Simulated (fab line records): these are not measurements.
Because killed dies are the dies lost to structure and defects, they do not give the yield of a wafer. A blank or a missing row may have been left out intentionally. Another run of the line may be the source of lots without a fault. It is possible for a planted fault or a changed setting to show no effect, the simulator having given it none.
fab line records	flow sky130	part 2 of 2: steps 23 to 33 of 33
record lots=5	wafers=15	last-day=50
route steps=708 shown VIA4@657 METAL5@661 PASSIVATION@681
lots that met no fault: taken from a fault-free run of the same line
start-h: the number of hours between the record's first day and the start of the first shown wafer of the lot	wait-h: hours elapsed since this lot's preceding step	" same as the row above	L1.1+2: several wafers, shown together as one row	- no value present, or no start provided	* or withheld: withheld	< > ~ a bound
route shown NAME@n: a module of which the file shows steps, and the number in the route of the first	usual: mean and standard deviation over wafers with no fault	same: alike in all rows	chamber/n: place in a boat	sites: readings site by site	_std_site: their standard deviation	_edge_site: inner sites' mean taken away from outer sites' mean	radius-mm: for every site, how far away it sits from the centre of the wafer	mask NAME#n: copy n	behind: tool/chamber where the wafer was last shaped	hold: reason for holding the lot/hours on hold/outcome of the hold	device: transistor that didn't switch, given as n, p or np	end of line: the route-end tests of the same wafers	a step given without rows: its recipe and nothing more	killed: the dies lost at the first sort to structure and to defects; this is not the yield of the wafer	map: a wafer's dies, marking killed ones x, the rest . and places with no die _
set.NAME: setting as actually run; set.NAME@STEP: the setting as run at that earlier step	model.NAME: the simulator's own value behind a step, which no gauge read
lots seen at some steps along the route; tables by step, rows by wafer
services: from which hour (start-h, from the record's first day; less than 0 if before it) a tool's chamber was out of use, for how many hours, and why
## steps
# step SKY_METAL5_CLEAN_18
# recipe chemistry=IPA	time-s=180	temp-c=25
lot.wafer	tool	chamber	start-h	wait-h
L076.3+4+5	wet-bench-01	1	1057.51	0.0
L080.2+3+4	wet-bench-01	3	1077.58	0.0
L088.3+4+6	wet-bench-01	1	1126.51	0.0
L092.1+2+6	wet-bench-03	2	1143.24	0.1
L094.1+3+4	wet-bench-01	1	1156.70	0.0
# step SKY_METAL5_CLEAN_19
# recipe chemistry=O3/DIW	dry=n2-spin
lot.wafer	tool	chamber	start-h	wait-h
L076.3+4+5	wet-bench-03	2	1057.57	0.0
L080.2+3+4	wet-bench-03	2	1077.71	0.0
L088.3+4+6	wet-bench-02	1	1126.56	0.0
L092.1+2+6	wet-bench-03	1	1143.30	0.0
L094.1+3+4	wet-bench-01	3	1156.76	0.0
# step SKY_PASSIVATION_CVD_00
# recipe material=SiO2	target-thk-nm=90	temp-c=400	time-s=withheld	rf-w=600
# usual heater-power-w=670/88
lot.wafer	tool	chamber	start-h	wait-h	heater-power-w
L076.3	pecvd-03	2	1057.67	0.0	697
L076.4	"	2	"	"	669
L076.5	"	0	"	"	735
L080.2	pecvd-02	2	1077.80	0.0	664
L080.3	"	1	"	"	642
L080.4	"	1	"	"	657
L088.3	pecvd-03	1	1126.66	0.0	854
L088.4	"	1	"	"	872
L088.6	"	0	"	"	761
L092.1	pecvd-02	1	1143.39	0.0	636
L092.2	"	0	"	"	577
L092.6	"	0	"	"	565
L094.1	pecvd-04	0	1156.86	0.0	661
L094.3	"	2	"	"	643
L094.4	"	1	"	"	724
# step SKY_PASSIVATION_THK_MEAS_01
# recipe reads=SiO2_of_PASSIVATION_CVD_00
# usual PASSIVATION_CVD_00_THK=89.7/1.1
lot.wafer	tool	chamber	start-h	wait-h	PASSIVATION_CVD_00_THK[nm]
L076.3	film-metro-03	-	1057.71	-	88.5
L076.4	"	-	"	"	90.8
L076.5	"	-	"	"	89.6
L080.2	film-metro-04	-	1077.83	-	88.5
L080.3	"	-	"	"	88.1
L080.4	"	-	"	"	89.6
L088.3	film-metro-03	-	1126.70	-	88.2
L088.4	"	-	"	"	88.6
L088.6	"	-	"	"	89.4
L092.1	film-metro-03	-	1143.41	-	88.6
L092.2	"	-	"	"	88.6
L092.6	"	-	"	"	89.2
L094.1	film-metro-03	-	1156.89	-	90.2
L094.3	"	-	"	"	89.7
L094.4	"	-	"	"	90.4
# step SKY_PASSIVATION_CVD_02
# recipe material=Si3N4	target-thk-nm=540	temp-c=400	time-s=withheld	rf-w=450
# usual heater-power-w=753/94
lot.wafer	tool	chamber	start-h	wait-h	heater-power-w
L076.3	pecvd-04	2	1057.75	0.0	758
L076.4	"	1	"	"	744
L076.5	"	0	"	"	693
L080.2	pecvd-03	0	1077.88	0.0	895
L080.3	"	2	"	"	750
L080.4	"	1	"	"	863
L088.3	pecvd-04	0	1126.74	0.0	695
L088.4	"	1	"	"	709
L088.6	"	2	"	"	770
L092.1	pecvd-04	0	1143.47	0.1	728
L092.2	"	2	"	"	715
L092.6	"	0	"	"	629
L094.1	pecvd-03	1	1156.95	0.1	829
L094.3	"	0	"	"	861
L094.4	"	2	"	"	825
# step SKY_PASSIVATION_THK_MEAS_03
# recipe reads=Si3N4_of_PASSIVATION_CVD_02
# usual PASSIVATION_CVD_02_THK=540/6.2
lot.wafer	tool	chamber	start-h	wait-h	PASSIVATION_CVD_02_THK[nm]
L076.3	film-metro-01	-	1058.00	-	541
L076.4	"	-	"	"	554
L076.5	"	-	"	"	547
L080.2	film-metro-01	-	1078.12	-	536
L080.3	"	-	"	"	542
L080.4	"	-	"	"	542
L088.3	film-metro-03	-	1126.98	-	540
L088.4	"	-	"	"	546
L088.6	"	-	"	"	549
L092.1	film-metro-01	-	1143.81	-	534
L092.2	"	-	"	"	541
L092.6	"	-	"	"	536
L094.1	film-metro-01	-	1157.17	-	538
L094.3	"	-	"	"	537
L094.4	"	-	"	"	547
# step SKY_PASSIVATION_DEHYDRATE_04
# recipe temp-c=200	time-s=60
# usual exhaust-pa=45.1/0.93	heater-power-total-W=160.38/0.12
lot.wafer	tool	chamber	start-h	wait-h	exhaust-pa	heater-power-total-W
L076.3	litho-track-01	0	1068.34	10.3	47.1	160.56
L076.4	"	0	"	"	46.3	160.18
L076.5	"	0	"	"	45.4	160.17
L080.2	litho-track-01	0	1087.52	9.4	45.3	160.49
L080.3	"	0	"	"	43.9	160.34
L080.4	"	0	"	"	45.4	160.36
L088.3	litho-track-02	0	1135.98	9.0	44.5	160.47
L088.4	"	0	"	"	45.5	160.30
L088.6	"	0	"	"	44.7	160.55
L092.1	litho-track-02	0	1152.43	8.6	46.3	160.26
L092.2	"	0	"	"	45.9	160.37
L092.6	"	0	"	"	45.8	160.47
L094.1	litho-track-04	0	1165.12	7.9	44.6	160.21
L094.3	"	0	"	"	45.2	160.21
L094.4	"	0	"	"	45.5	160.31
# step SKY_PASSIVATION_HMDS_05
# recipe prime-time-s=60	prime-temp-c=120
# usual exhaust-pa=45.1/0.85
lot.wafer	tool	chamber	start-h	wait-h	exhaust-pa
L076.3	litho-track-01	0	1068.49	0.1	44.6
L076.4	"	0	"	"	44.5
L076.5	"	0	"	"	44.9
L080.2	litho-track-01	0	1087.67	0.1	46.2
L080.3	"	0	"	"	46.3
L080.4	"	0	"	"	44.5
L088.3	litho-track-02	0	1136.13	0.1	45.2
L088.4	"	0	"	"	44.8
L088.6	"	0	"	"	45.8
L092.1	litho-track-02	0	1152.58	0.1	45.5
L092.2	"	0	"	"	44.5
L092.6	"	0	"	"	44.8
L094.1	litho-track-04	0	1165.27	0.1	45.0
L094.3	"	0	"	"	46.4
L094.4	"	0	"	"	44.4
# step SKY_PASSIVATION_COAT_06
# recipe spin-rpm=2000	resist-thk-nm=3000
# usual exhaust-pa=45.0/0.82
lot.wafer	tool	chamber	start-h	wait-h	exhaust-pa
L076.3	litho-track-01	0	1068.64	0.1	44.6
L076.4	"	0	"	"	44.9
L076.5	"	0	"	"	43.9
L080.2	litho-track-01	0	1087.82	0.1	45.2
L080.3	"	0	"	"	46.6
L080.4	"	0	"	"	44.2
L088.3	litho-track-02	0	1136.28	0.1	47.2
L088.4	"	0	"	"	47.1
L088.6	"	0	"	"	46.8
L092.1	litho-track-02	0	1152.73	0.1	46.2
L092.2	"	0	"	"	45.6
L092.6	"	0	"	"	45.3
L094.1	litho-track-04	0	1165.42	0.1	45.0
L094.3	"	0	"	"	44.7
L094.4	"	0	"	"	43.9
# step SKY_PASSIVATION_SOFTBAKE_07
# recipe temp-c=110	time-s=withheld
# usual exhaust-pa=45.0/0.85	heater-power-total-W=65.32/0.13
lot.wafer	tool	chamber	start-h	wait-h	exhaust-pa	heater-power-total-W
L076.3	litho-track-01	0	1068.81	0.1	47.0	65.46
L076.4	"	0	"	"	46.0	65.46
L076.5	"	0	"	"	46.7	65.21
L080.2	litho-track-01	0	1087.98	0.1	45.2	65.14
L080.3	"	0	"	"	45.1	65.21
L080.4	"	0	"	"	45.0	65.12
L088.3	litho-track-02	0	1136.45	0.1	44.7	65.16
L088.4	"	0	"	"	45.8	65.41
L088.6	"	0	"	"	45.0	65.24
L092.1	litho-track-02	0	1152.88	0.1	44.6	65.61
L092.2	"	0	"	"	44.1	65.36
L092.6	"	0	"	"	44.2	65.40
L094.1	litho-track-04	0	1165.57	0.1	44.8	65.20
L094.3	"	0	"	"	45.0	65.15
L094.4	"	0	"	"	45.2	65.38
# step SKY_PASSIVATION_EXPOSE_08
# recipe mask-id=NSM	target-cd-nm=3000	na=0.57	dose-mj=260
# usual focus-offset-nm=0.0/0.53
lot.wafer	tool	chamber	start-h	wait-h	mask	focus-offset-nm
L076.3	iline-stepper-02	0	-	-	NSM#0	0.4
L076.4	"	0	"	"	NSM#0	0.5
L076.5	"	0	"	"	NSM#0	0.7
L080.2	iline-stepper-01	0	-	-	NSM#0	-0.4
L080.3	"	0	"	"	NSM#0	-0.3
L080.4	"	0	"	"	NSM#0	0.1
L088.3	iline-stepper-02	0	-	-	NSM#0	0.0
L088.4	"	0	"	"	NSM#0	-0.3
L088.6	"	0	"	"	NSM#0	-0.3
L092.1	iline-stepper-02	0	-	-	NSM#0	0.4
L092.2	"	0	"	"	NSM#0	-0.5
L092.6	"	0	"	"	NSM#0	-0.6
L094.1	iline-stepper-01	0	-	-	NSM#0	0.1
L094.3	"	0	"	"	NSM#0	-0.4
L094.4	"	0	"	"	NSM#0	-0.1
## services
tool	chamber	start-h	hours	kind
cmp-01	-	1013.63	4.2	pm
cmp-01	-	1020.90	1.5	repair
pvd-sputter-03	-	1025.08	1.1	repair
cvd-w-01	0	1026.69	7.2	repair
plasma-asher-02	-	1034.80	1.3	repair
wet-bench-02	-	1049.31	1.9	pm
iline-stepper-01	-	1053.01	3.4	repair
cmp-01	-	1068.94	1.6	repair
cmp-02	-	1084.00	4.0	pm
cmp-02	-	1085.06	1.2	repair
cvd-w-01	0	1087.71	4.6	repair
pecvd-03	-	1095.13	0.5	repair
cvd-w-01	1	1095.64	14.7	repair
cvd-w-01	-	1097.16	2.8	pm
pvd-sputter-03	-	1108.24	7.5	repair
pvd-sputter-01	-	1111.41	2.5	repair
pvd-sputter-01	-	1111.76	4.6	repair
iline-stepper-02	-	1112.29	1.7	pm
pecvd-03	-	1113.98	2.8	pm
pecvd-02	-	1127.48	2.8	pm
rie-metal-03	-	1129.22	2.8	pm
wet-bench-02	-	1130.68	3.8	repair
pecvd-04	1	1134.33	18.2	repair
pecvd-03	1	1141.26	3.5	repair
